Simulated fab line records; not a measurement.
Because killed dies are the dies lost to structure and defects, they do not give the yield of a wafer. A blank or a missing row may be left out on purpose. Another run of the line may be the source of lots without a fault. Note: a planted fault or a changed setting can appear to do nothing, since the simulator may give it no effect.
fab line records	flow sky130
record: lots: 5	wafers: 23
route steps=708 shown VT_ADJUST_HVTR@133 GATE_OXIDE@188 POLY_GATE@213 RES_PROTECT@214 LDD_P@257
start_h: start of the lot's first displayed wafer, in hours after the record's first day	wait_h: time in hours since the lot's previous step	" identical to the entry in the row above	L1.1+2: a single row standing in for several wafers	- no value, or no start was given	* or withheld: withheld	< > ~ a bound
route shown NAME@n: NAME is a module with steps in the file, n the number in the route of the first one	usual: mean and standard deviation over wafers with no fault	same: alike in all rows	chamber/n: place in a boat	sites: the reading at each site	_std_site: how widely they spread, as a standard deviation	_edge_site: the outer-site mean with the inner-site mean subtracted	radius_mm: for every site, how far away it sits from the centre of the wafer	mask NAME#n: copy n	behind: the tool/chamber that last shaped the wafer	hold: why the lot went on hold/how many hours it stayed there/how the hold came to an end	device: which transistor (n, p or np) failed to switch	end of line: the route-end tests of the same wafers	where a step has no rows: the recipe by itself	killed: at the first sort, the dies lost to defects and structure; wafer yield is something else	map: per-die view of a wafer (x killed, . not killed, _ where there is no die)
set.NAME: the setting the step ran with; set.NAME@STEP: the setting that earlier step ran with	model.NAME: the simulator's own value behind a step, which no gauge read
one table per step and one row per wafer, for lots whose settings were changed on purpose
== steps ==
step: SKY_VT_ADJUST_HVTR_COAT_02
recipe: resist: NOVOLAK	spin_rpm: 3000	resist_thk_nm: 1140
lot.wafer	tool	chamber	start_h	wait_h	set.resist_thk_nm	model.NOVOLAK_of_VT_ADJUST_HVTR_COAT_02.thk_nm
L074.1	litho_track-04	0	205.46	0.1	1140	1132
L074.2	"	0	"	"	1140	1129
L074.4	"	0	"	"	1094	1084
L074.5	"	0	"	"	1140	1127
L074.6	"	0	"	"	1094	1083
L076.1	litho_track-04	0	214.66	0.1	1140	1137
L076.2+3	"	0	"	"	1140	1140
L076.4	"	0	"	"	1188	1185
L076.5	"	0	"	"	1188	1189
L080.1	litho_track-03	0	238.94	0.1	1140	1144
L080.2	"	0	"	"	1140	1138
L080.3	"	0	"	"	1140	1139
L083.1	litho_track-03	0	255.74	0.1	1140	1140
L083.2+3	"	0	"	"	1140	1139
L083.4	"	0	"	"	1140	1137
L083.6	"	0	"	"	1140	1136
L085.1	litho_track-04	0	271.26	0.1	1077	1074
L085.2	"	0	"	"	1140	1139
L085.3	"	0	"	"	1140	1136
L085.4	"	0	"	"	1077	1076
L085.5	"	0	"	"	1077	1072
step: SKY_VT_ADJUST_HVTR_SOFTBAKE_03
recipe: temp_c: 90	time_s: 60	resist: NOVOLAK
step: SKY_VT_ADJUST_HVTR_EXPOSE_04
recipe: mask_id: HVTRM	target_cd_nm: 380	na: 0.6	source_shape: conventional	sigma_outer: 0.6	dose_mj: 150
step: SKY_VT_ADJUST_HVTR_PEB_05
recipe: temp_c: withheld	time_s: *	resist: NOVOLAK
step: SKY_VT_ADJUST_HVTR_DEVELOP_06
recipe: develop_time_s: 57.6	dev_temp_c: 23
lot.wafer	tool	chamber	start_h	wait_h	set.resist_thk_nm@VT_ADJUST_HVTR_COAT_02	model.VT_ADJUST_HVTR.cd_nm
L074.1	litho_track-02	0	216.78	0.1	1140	379.7
L074.2	"	0	"	"	1140	379.1
L074.4	"	0	"	"	1094	383.9
L074.5	"	0	"	"	1140	381.8
L074.6	"	0	"	"	1094	385.6
L076.1+3	litho_track-04	0	225.71	0.1	1140	378.9
L076.2	"	0	"	"	1140	379.5
L076.4	"	0	"	"	1188	374.9
L076.5	"	0	"	"	1188	372.5
L080.1	litho_track-02	0	250.63	0.1	1140	377.3
L080.2	"	0	"	"	1140	381.1
L080.3	"	0	"	"	1140	378.7
L083.1	litho_track-04	0	268.06	0.1	1140	382.4
L083.2	"	0	"	"	1140	382.6
L083.3	"	0	"	"	1140	383.6
L083.4	"	0	"	"	1140	381.7
L083.6	"	0	"	"	1140	385.7
L085.1	litho_track-03	0	283.19	0.1	1077	388.2
L085.2	"	0	"	"	1140	381.9
L085.3	"	0	"	"	1140	383.3
L085.4	"	0	"	"	1077	388.1
L085.5	"	0	"	"	1077	390.2
step: SKY_VT_ADJUST_HVTR_CD_MEAS_07
recipe: target_cd_nm: 380
usual: cd_nm: 379.8/2.5
lot.wafer	tool	chamber	start_h	wait_h	set.resist_thk_nm@VT_ADJUST_HVTR_COAT_02	cd_nm
L074.1	cd_sem-01	-	216.93	0.1	1140	379.8
L074.2	"	-	"	"	1140	379.1
L074.4	"	-	"	"	1094	384.0
L074.5	"	-	"	"	1140	381.9
L074.6	"	-	"	"	1094	385.5
L076.1	cd_sem-01	-	225.86	0.1	1140	378.7
L076.2	"	-	"	"	1140	379.0
L076.3	"	-	"	"	1140	378.8
L076.4	"	-	"	"	1188	374.6
L076.5	"	-	"	"	1188	372.2
L080.1	cd_sem-01	-	250.78	0.1	1140	377.0
L080.2	"	-	"	"	1140	381.3
L080.3	"	-	"	"	1140	378.6
L083.1	cd_sem-01	-	268.21	0.1	1140	382.5
L083.2	"	-	"	"	1140	382.7
L083.3	"	-	"	"	1140	383.5
L083.4	"	-	"	"	1140	381.8
L083.6	"	-	"	"	1140	385.9
L085.1	cd_sem-01	-	283.34	0.1	1077	388.5
L085.2	"	-	"	"	1140	381.7
L085.3	"	-	"	"	1140	383.7
L085.4	"	-	"	"	1077	388.2
L085.5	"	-	"	"	1077	390.3
step: SKY_VT_ADJUST_HVTR_IMPLANT_09
recipe: species: B	energy_kev: 10	dose_cm2: 2.1e+12	tilt_deg: withheld
step: SKY_VT_ADJUST_HVTR_STRIP_10
recipe: chemistry: O2/N2	power_w: 1400	pressure_mtorr: 1500	platen_temp_c: withheld	o2_flow_sccm: 3000	n2_flow_sccm: 300	overash_fraction: 0.5
usual: strip_time_to_endpoint_s: 14.13/0.044
lot.wafer	tool	chamber	start_h	wait_h	set.resist_thk_nm@VT_ADJUST_HVTR_COAT_02	strip_time_to_endpoint_s
L074.1	plasma_asher-01	1	217.23	0.1	1140	14.06
L074.2	"	0	"	"	1140	14.04
L074.4	"	1	"	"	1094	13.51
L074.5	"	1	"	"	1140	14.02
L074.6	"	0	"	"	1094	13.51
L076.1	plasma_asher-01	1	226.16	0.1	1140	14.15
L076.2	"	0	"	"	1140	14.19
L076.3	"	1	"	"	1140	14.17
L076.4	"	0	"	"	1188	14.66
L076.5	"	0	"	"	1188	14.72
L080.1	plasma_asher-01	0	251.08	0.1	1140	14.23
L080.2	"	1	"	"	1140	14.16
L080.3	"	1	"	"	1140	14.16
L083.1	plasma_asher-02	0	268.51	0.1	1140	14.17
L083.2	"	1	"	"	1140	14.19
L083.3	"	0	"	"	1140	14.17
L083.4	"	1	"	"	1140	14.15
L083.6	"	0	"	"	1140	14.13
L085.1	plasma_asher-04	0	283.64	0.1	1077	13.39
L085.2	"	1	"	"	1140	14.17
L085.3	"	0	"	"	1140	14.11
L085.4	"	1	"	"	1077	13.42
L085.5	"	0	"	"	1077	13.38
step: SKY_GATE_OXIDE_OXIDATION_01
recipe: temp_c: 900	ambient: O2	stabilise_s: 600	purge_s: 300	target_thk_a: 102.68	ox_time_s: 1473
lot.wafer	tool	chamber	start_h	wait_h	set.ox_time_s	model.SiO2_of_GATE_OXIDE_OXIDATION_01.thk_nm
L074.1	-	-	-	1.5	1295	9.552
L074.2	"	-	"	"	1295	9.425
L074.4	"	-	"	"	1295	9.5
L074.5	"	-	"	"	1295	9.524
L074.6	"	-	"	"	1295	9.509
L076.1	-	-	-	0.2	1649	11.07
L076.2	"	-	"	"	1649	11.04
L076.3	"	-	"	"	1649	11.19
L076.4	"	-	"	"	1649	11.06
L076.5	"	-	"	"	1649	11.17
L080.1	furnace-01	0	333.16	0.7	1473	10.36
L080.2	"	0	"	"	1473	10.53
L080.3	"	0	"	"	1473	10.45
L083.1+3	-	-	-	0.0	1688	11.04
L083.2	"	-	"	"	1688	11.16
L083.4	"	-	"	"	1688	11.15
L083.6	"	-	"	"	1688	10.96
L085.1	-	-	-	2.0	1691	11.09
L085.2	"	-	"	"	1691	11.19
L085.3	"	-	"	"	1691	11.02
L085.4	"	-	"	"	1691	11.24
L085.5	"	-	"	"	1691	10.98
step: SKY_GATE_OXIDE_THK_MEAS_02
recipe: reads: SiO2_of_GATE_OXIDE_OXIDATION_01
usual: GATE_OXIDE_OXIDATION_00_THK: 10.29/0.2
lot.wafer	tool	chamber	start_h	wait_h	set.ox_time_s@GATE_OXIDE_OXIDATION_01	GATE_OXIDE_OXIDATION_00_THK[nm]
L074.1	film_metro-04	-	-	-	1295	9.55
L074.2	"	-	"	"	1295	9.45
L074.4	"	-	"	"	1295	9.51
L074.5	"	-	"	"	1295	9.51
L074.6	"	-	"	"	1295	9.52
L076.1	film_metro-04	-	-	-	1649	11.04
L076.2	"	-	"	"	1649	11.10
L076.3	"	-	"	"	1649	11.18
L076.4	"	-	"	"	1649	11.04
L076.5	"	-	"	"	1649	11.20
L080.1	film_metro-02	-	334.57	0.0	1473	10.37
L080.2	"	-	"	"	1473	10.55
L080.3	"	-	"	"	1473	10.42
L083.1	film_metro-02	-	-	-	1688	11.00
L083.2	"	-	"	"	1688	11.13
L083.3	"	-	"	"	1688	11.03
L083.4	"	-	"	"	1688	11.12
L083.6	"	-	"	"	1688	10.97
L085.1	film_metro-04	-	-	-	1691	11.06
L085.2	"	-	"	"	1691	11.20
L085.3	"	-	"	"	1691	11.06
L085.4	"	-	"	"	1691	11.25
L085.5	"	-	"	"	1691	11.01
step: SKY_GATE_OXIDE_DEHYDRATE_03
recipe: temp_c: 200	time_s: 60
step: SKY_GATE_OXIDE_HMDS_04
recipe: prime_time_s: 60	prime_temp_c: 120
step: SKY_GATE_OXIDE_CLEAN_15
recipe: chemistry: SC1/SC2	mix: 1:4:20	temp_c: 70	time_s: 150	dry: n2_spin
step: SKY_GATE_OXIDE_OXIDATION_16
recipe: temp_c: 800	ambient: O2	idle_temp_c: 700	ramp_up_c_per_min: 10	ramp_down_c_per_min: 3	stabilise_s: 600	purge_s: 300	target_thk_a: 35.7	ox_time_s: 1915
lot.wafer	tool	chamber	start_h	wait_h	set.ox_time_s@GATE_OXIDE_OXIDATION_01	model.SiO2_of_GATE_OXIDE_OXIDATION_01.thk_nm
L074.1	furnace-01	0	331.63	0.4	1295	10.97
L074.2	"	0	"	"	1295	10.84
L074.4+5	"	0	"	"	1295	10.91
L074.6	"	0	"	"	1295	10.94
L076.1	furnace-02	0	336.48	0.7	1649	12.37
L076.2	"	0	"	"	1649	12.3
L076.3	"	0	"	"	1649	12.46
L076.4	"	0	"	"	1649	12.34
L076.5	"	0	"	"	1649	12.43
L080.1	furnace-01	0	360.53	0.0	1473	11.72
L080.2	"	0	"	"	1473	11.87
L080.3	"	0	"	"	1473	11.83
L083.1+3	furnace-02	0	386.55	0.0	1688	12.36
L083.2	"	0	"	"	1688	12.48
L083.4	"	0	"	"	1688	12.43
L083.6	"	0	"	"	1688	12.28
L085.1	furnace-01	0	492.06	0.9	1691	12.34
L085.2	"	0	"	"	1691	12.45
L085.3	"	0	"	"	1691	12.29
L085.4	"	0	"	"	1691	12.48
L085.5	"	0	"	"	1691	12.27
step: SKY_POLY_GATE_IMPLANT_02
recipe: species: P	energy_kev: 30	dose_cm2: 7.7e+15	tilt_deg: 0
lot.wafer	tool	chamber	start_h	wait_h	set.energy_kev	model.implant.rp_nm	model.implant.drp_nm
L074.1+2+6	implanter-03	0	359.57	0.1	30	36.06	16.6
L074.4+5	"	0	"	"	29	35.25	16.26
L076.1+3+5	implanter-03	0	364.23	0.1	30.76	38.07	16.95
L076.2+4	"	0	"	"	30	37.18	16.6
L080.1+2+3	implanter-03	0	385.37	0.1	30	35.51	16.6
L083.1+3+6	implanter-03	0	407.92	0.1	30	36.35	16.6
L083.2+4	"	0	"	"	30.61	37.05	16.88
L085.1+3+4	implanter-02	0	523.54	0.1	30	36.28	16.6
L085.2+5	"	0	"	"	28.76	35.26	16.18
step: SKY_RES_PROTECT_STRIP_07
recipe: chemistry: O2/N2	power_w: 1400	pressure_mtorr: 1500	platen_temp_c: withheld	o2_flow_sccm: 3000	n2_flow_sccm: 300	overash_fraction: 0.5
usual: strip_time_to_endpoint_s: 23.29/0.036
lot.wafer	tool	chamber	start_h	wait_h	set.energy_kev@POLY_GATE_IMPLANT_02	strip_time_to_endpoint_s
L074.1	plasma_asher-02	0	359.72	0.1	30	23.30
L074.2	"	1	"	"	30	23.29
L074.4	"	1	"	"	29	23.00
L074.5	"	1	"	"	29	22.94
L074.6	"	0	"	"	30	23.26
L076.1	plasma_asher-01	0	364.38	0.1	30.76	23.58
L076.2	"	1	"	"	30	23.31
L076.3	"	1	"	"	30.76	23.52
L076.4	"	0	"	"	30	23.31
L076.5	"	1	"	"	30.76	23.49
L080.1	plasma_asher-04	0	385.52	0.1	30	23.26
L080.2	"	1	"	"	30	23.29
L080.3	"	1	"	"	30	23.29
L083.1	plasma_asher-04	1	408.07	0.1	30	23.35
L083.2	"	0	"	"	30.61	23.56
L083.3	"	0	"	"	30	23.41
L083.4	"	1	"	"	30.61	23.58
L083.6	"	1	"	"	30	23.40
L085.1	plasma_asher-04	1	523.69	0.1	30	23.29
L085.2	"	0	"	"	28.76	22.94
L085.3	"	1	"	"	30	23.29
L085.4	"	0	"	"	30	23.30
L085.5	"	0	"	"	28.76	22.91
step: SKY_POLY_GATE_EXPOSE_10
recipe: mask_id: P1M	na: 0.68	source_shape: conventional	sigma_outer: 0.6	target_cd_nm: 150	dose_mj: 28
lot.wafer	tool	chamber	start_h	wait_h	mask	set.dose_mj
L074.1+6	krf_scanner-02	0	-	-	P1M#0	28
L074.2+4+5	"	0	"	"	P1M#0	26.66
L076.1+2+4	krf_scanner-02	0	-	-	P1M#0	26.64
L076.3+5	"	0	"	"	P1M#0	28
L083.1+4+6	krf_scanner-01	0	-	-	P1M#0	28
L083.2+3	"	0	"	"	P1M#0	29.49
L080.1+2+3	krf_scanner-02	0	-	-	P1M#0	28
L085.1+2+3	krf_scanner-02	0	-	-	P1M#0	27.14
L085.4+5	"	0	"	"	P1M#0	28
step: SKY_POLY_GATE_PEB_11
recipe: peb_temp_c: withheld	peb_time_s: withheld	resist: KrF-thick
step: SKY_POLY_GATE_DEVELOP_12
recipe: develop_time_s: 58.51	resist: KrF-thick	dev_temp_c: 21
lot.wafer	tool	chamber	start_h	wait_h	set.dose_mj@POLY_GATE_EXPOSE_10	model.POLY_GATE.cd_nm
L074.1	litho_track-01	0	-	-	28	150.2
L074.2	"	0	"	"	26.66	160.1
L074.4	"	0	"	"	26.66	158.7
L074.5	"	0	"	"	26.66	159.8
L074.6	"	0	"	"	28	151.4
L076.1	litho_track-03	0	-	-	26.64	157.1
L076.2	"	0	"	"	26.64	158.6
L076.3	"	0	"	"	28	149.4
L076.4	"	0	"	"	26.64	156.9
L076.5	"	0	"	"	28	149.2
L083.1	litho_track-03	0	-	-	28	149.8
L083.2	"	0	"	"	29.49	139.9
L083.3	"	0	"	"	29.49	140.3
L083.4	"	0	"	"	28	150.7
L083.6	"	0	"	"	28	150.3
L080.1	litho_track-01	0	-	-	28	148
L080.2	"	0	"	"	28	148.7
L080.3	"	0	"	"	28	148.6
L085.1	litho_track-01	0	-	-	27.14	154.5
L085.2	"	0	"	"	27.14	155.2
L085.3	"	0	"	"	27.14	154.4
L085.4	"	0	"	"	28	151.1
L085.5	"	0	"	"	28	150.9
step: SKY_POLY_GATE_CD_MEAS_13
recipe: target_cd_nm: 150
usual: cd_nm: 149.6/1.3
lot.wafer	tool	chamber	start_h	wait_h	set.dose_mj@POLY_GATE_EXPOSE_10	cd_nm
L074.1	cd_sem-01	-	463.67	-	28	150.2
L074.2	"	-	"	"	26.66	160.1
L074.4	"	-	"	"	26.66	158.5
L074.5	"	-	"	"	26.66	159.7
L074.6	"	-	"	"	28	151.5
L076.1	cd_sem-02	-	463.78	-	26.64	157.3
L076.2	"	-	"	"	26.64	158.1
L076.3	"	-	"	"	28	149.4
L076.4	"	-	"	"	26.64	156.7
L076.5	"	-	"	"	28	149.3
L083.1	cd_sem-02	-	464.79	-	28	149.8
L083.2	"	-	"	"	29.49	139.9
L083.3	"	-	"	"	29.49	140.2
L083.4	"	-	"	"	28	150.5
L083.6	"	-	"	"	28	150.5
L080.1	cd_sem-01	-	465.02	-	28	148.2
L080.2	"	-	"	"	28	149.0
L080.3	"	-	"	"	28	148.4
L085.1	cd_sem-02	-	555.17	-	27.14	154.4
L085.2	"	-	"	"	27.14	155.2
L085.3	"	-	"	"	27.14	154.1
L085.4	"	-	"	"	28	151.3
L085.5	"	-	"	"	28	150.9
step: SKY_POLY_GATE_ETCH_15
recipe: chemistry: N2/H2	target: BARC	ion_energy_ev: 200	source_w: 500	bias_w: 100	pressure_mtorr: 30	n2_flow_sccm: 100	h2_flow_sccm: 200	stop_on: SiO2	time_s: 118.5	target_depth_a: 1100
lot.wafer	tool	chamber	start_h	wait_h	set.dose_mj@POLY_GATE_EXPOSE_10	model.POLY_GATE.cd_nm
L074.1	rie_diel-03	0	463.83	0.0	28	152.5
L074.2	"	3	"	"	26.66	159.7
L074.4	"	1	"	"	26.66	158.1
L074.5	"	3	"	"	26.66	158.7
L074.6	"	2	"	"	28	150.2
L076.1	rie_diel-02	1	463.93	0.0	26.64	156.8
L076.2	"	2	"	"	26.64	159.4
L076.3	"	3	"	"	28	150.4
L076.4	"	0	"	"	26.64	154.3
L076.5	"	1	"	"	28	148
L083.1	rie_diel-02	0	464.95	0.0	28	147.6
L083.2	"	2	"	"	29.49	140.5
L083.3	"	1	"	"	29.49	140.6
L083.4+6	"	3,2	"	"	28	151.8
L080.1	rie_diel-04	3	465.18	0.0	28	147.8
L080.2	"	1	"	"	28	147.5
L080.3	"	0	"	"	28	147.9
L085.1	rie_diel-02	2	555.33	0.0	27.14	156.1
L085.2	"	1	"	"	27.14	158.3
L085.3	"	3	"	"	27.14	153.4
L085.4	"	0	"	"	28	149.8
L085.5	"	3	"	"	28	148.4
step: SKY_POLY_GATE_ETCH_16
recipe: stop_on: poly-Si	chemistry: CH3F/O2	target: Si3N4	source_w: 400	bias_w: 80	pressure_mtorr: 25	ch3f_flow_sccm: 40	O2_flow_sccm: 30	time_s: 147.5	target_depth_a: 750
step: SKY_POLY_GATE_ETCH_17
recipe: target_depth_nm: 180	stop_on: SiO2	over_etch_frac: 0.56667	chemistry: HBr/Cl2	target: poly-Si	icp_w: 400	bias_w: 100	pressure_mtorr: 10	HBr_flow_sccm: 150	Cl2_flow_sccm: 50	time_s: 70.5
step: SKY_POLY_GATE_OXIDATION_20
recipe: temp_c: 850	ambient: O2	stabilise_s: 600	purge_s: 300	target_thk_a: 40	ox_time_s: 899
step: SKY_POLY_GATE_CD_MEAS_22
usual: cd_nm: 149.0/2.1
lot.wafer	tool	chamber	start_h	wait_h	set.dose_mj@POLY_GATE_EXPOSE_10	cd_nm
L076.1	cd_sem-02	-	467.90	0.1	26.64	157.6
L076.2	"	-	"	"	26.64	158.6
L076.3	"	-	"	"	28	149.9
L076.4	"	-	"	"	26.64	153.2
L076.5	"	-	"	"	28	147.5
L074.1	cd_sem-01	-	468.07	0.2	28	152.5
L074.2	"	-	"	"	26.66	160.9
L074.4	"	-	"	"	26.66	157.7
L074.5	"	-	"	"	26.66	157.6
L074.6	"	-	"	"	28	150.4
L083.1	cd_sem-01	-	468.41	0.4	28	147.1
L083.2	"	-	"	"	29.49	140.7
L083.3	"	-	"	"	29.49	138.6
L083.4	"	-	"	"	28	152.1
L083.6	"	-	"	"	28	151.5
L080.1	cd_sem-01	-	468.75	0.7	28	147.7
L080.2	"	-	"	"	28	147.0
L080.3	"	-	"	"	28	146.9
L085.1	cd_sem-02	-	557.03	0.1	27.14	155.7
L085.2	"	-	"	"	27.14	158.3
L085.3	"	-	"	"	27.14	150.8
L085.4	"	-	"	"	28	149.2
L085.5	"	-	"	"	28	148.0
step: SKY_LDD_P_COAT_02
recipe: resist: NOVOLAK	spin_rpm: 3000	resist_thk_nm: 1140
lot.wafer	tool	chamber	start_h	wait_h	set.resist_thk_nm	model.NOVOLAK_of_LDD_P_COAT_02.thk_nm
L074.1	litho_track-04	0	511.36	0.1	1140	1143
L074.2	"	0	"	"	1180	1184
L074.4	"	0	"	"	1180	1180
L074.5	"	0	"	"	1140	1139
L074.6	"	0	"	"	1180	1185
L076.1+2+5	litho_track-02	0	512.23	0.1	1140	1140
L076.3	"	0	"	"	1140	1142
L076.4	"	0	"	"	1140	1139
L083.1+4	litho_track-02	0	516.18	0.1	1140	1142
L083.2	"	0	"	"	1140	1143
L083.3	"	0	"	"	1140	1138
L083.6	"	0	"	"	1140	1144
L080.1+2	litho_track-03	0	522.59	0.1	1140	1141
L080.3	"	0	"	"	1140	1140
L085.1+5	litho_track-04	0	601.75	0.1	1140	1138
L085.2	"	0	"	"	1113	1111
L085.3	"	0	"	"	1113	1115
L085.4	"	0	"	"	1140	1143
step: SKY_LDD_P_IMPLANT_09
recipe: species: BF2	energy_kev: 25	dose_cm2: 1e+13	tilt_deg: withheld
lot.wafer	tool	chamber	start_h	wait_h	set.dose_cm2
L074.1+4+6	implanter-03	0	526.64	0.0	9.485e+12
L074.2+5	"	0	"	"	1e+13
L076.1+2+5	implanter-03	0	527.33	0.0	1e+13
L076.3+4	"	0	"	"	1.025e+13
L083.1+6	implanter-01	0	530.32	0.0	1e+13
L083.2+3+4	"	0	"	"	1.033e+13
L080.1+2+3	implanter-03	0	535.98	0.0	1e+13
L085.1+2+3+4+5	implanter-01	0	616.25	0.0	1e+13
step: SKY_LDD_P_STRIP_10
recipe: chemistry: O2/N2	power_w: 1400	pressure_mtorr: 1500	platen_temp_c: withheld	o2_flow_sccm: 3000	n2_flow_sccm: 300	overash_fraction: 0.5
usual: strip_time_to_endpoint_s: 14.19/0.039
lot.wafer	tool	chamber	start_h	wait_h	set.resist_thk_nm@LDD_P_COAT_02	strip_time_to_endpoint_s
L074.1	plasma_asher-03	0	526.79	0.1	1140	14.19
L074.2	"	1	"	"	1180	14.66
L074.4	"	1	"	"	1180	14.61
L074.5	"	1	"	"	1140	14.17
L074.6	"	0	"	"	1180	14.68
L076.1	plasma_asher-03	1	527.48	0.1	1140	14.17
L076.2	"	0	"	"	1140	14.18
L076.3	"	0	"	"	1140	14.22
L076.4	"	1	"	"	1140	14.16
L076.5	"	1	"	"	1140	14.18
L083.1	plasma_asher-02	0	530.62	0.2	1140	14.19
L083.2	"	1	"	"	1140	14.20
L083.3	"	0	"	"	1140	14.16
L083.4	"	1	"	"	1140	14.19
L083.6	"	1	"	"	1140	14.22
L080.1	plasma_asher-01	1	536.13	0.1	1140	14.18
L080.2	"	0	"	"	1140	14.20
L080.3	"	0	"	"	1140	14.16
L085.1	plasma_asher-01	0	616.40	0.1	1140	14.15
L085.2	"	1	"	"	1113	13.82
L085.3	"	0	"	"	1113	13.87
L085.4	"	1	"	"	1140	14.22
L085.5	"	1	"	"	1140	14.15
== key ==
split: step: SKY_VT_ADJUST_HVTR_COAT_02	setting: resist_thk_nm	stated: 1140	by: wafer
response: step: SKY_VT_ADJUST_HVTR_COAT_02	reading: model.NOVOLAK_of_VT_ADJUST_HVTR_COAT_02.thk_nm	change: +11.4	per: 1%	r: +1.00
response: step: SKY_VT_ADJUST_HVTR_DEVELOP_06	reading: model.VT_ADJUST_HVTR.cd_nm	change: -1.18	per: 1%	r: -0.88
response: step: SKY_VT_ADJUST_HVTR_CD_MEAS_07	reading: cd_nm	change: -1.17	per: 1%	r: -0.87
response: step: SKY_VT_ADJUST_HVTR_STRIP_10	reading: strip_time_to_endpoint_s	change: *	per: 1%	r: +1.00
split: step: SKY_GATE_OXIDE_OXIDATION_01	setting: ox_time_s	stated: 1473	by: lot
response: step: SKY_GATE_OXIDE_OXIDATION_01	reading: model.SiO2_of_GATE_OXIDE_OXIDATION_01.thk_nm	change: +0.0595	per: 1%	r: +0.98
response: step: SKY_GATE_OXIDE_THK_MEAS_02	reading: GATE_OXIDE_OXIDATION_00_THK	change: +0.0592	per: 1%	r: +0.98
response: step: SKY_GATE_OXIDE_OXIDATION_16	reading: model.SiO2_of_GATE_OXIDE_OXIDATION_01.thk_nm	change: +0.0545	per: 1%	r: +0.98
split: step: SKY_POLY_GATE_IMPLANT_02	setting: energy_kev	stated: 30	by: wafer
response: step: SKY_POLY_GATE_IMPLANT_02	reading: model.implant.rp_nm	change: +0.274	per: 1%	r: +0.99
response: step: SKY_POLY_GATE_IMPLANT_02	reading: model.implant.drp_nm	change: +0.111	per: 1%	r: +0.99
response: step: SKY_RES_PROTECT_STRIP_07	reading: strip_time_to_endpoint_s	change: *	per: 1%	r: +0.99
split: step: SKY_POLY_GATE_EXPOSE_10	setting: dose_mj	stated: 28	by: wafer
response: step: SKY_POLY_GATE_DEVELOP_12	reading: model.POLY_GATE.cd_nm	change: -1.75	per: 1%	r: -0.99
response: step: SKY_POLY_GATE_CD_MEAS_13	reading: cd_nm	change: -1.72	per: 1%	r: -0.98
response: step: SKY_POLY_GATE_ETCH_15	reading: model.POLY_GATE.cd_nm	change: -1.74	per: 1%	r: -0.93
response: step: SKY_POLY_GATE_CD_MEAS_22	reading: cd_nm	change: -1.75	per: 1%	r: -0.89
split: step: SKY_LDD_P_COAT_02	setting: resist_thk_nm	stated: 1140	by: wafer
response: step: SKY_LDD_P_COAT_02	reading: model.NOVOLAK_of_LDD_P_COAT_02.thk_nm	change: +11.8	per: 1%	r: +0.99
response: step: SKY_LDD_P_STRIP_10	reading: strip_time_to_endpoint_s	change: *	per: 1%	r: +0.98
split: step: SKY_LDD_P_IMPLANT_09	setting: dose_cm2	stated: 1e+13	by: wafer
response none clear
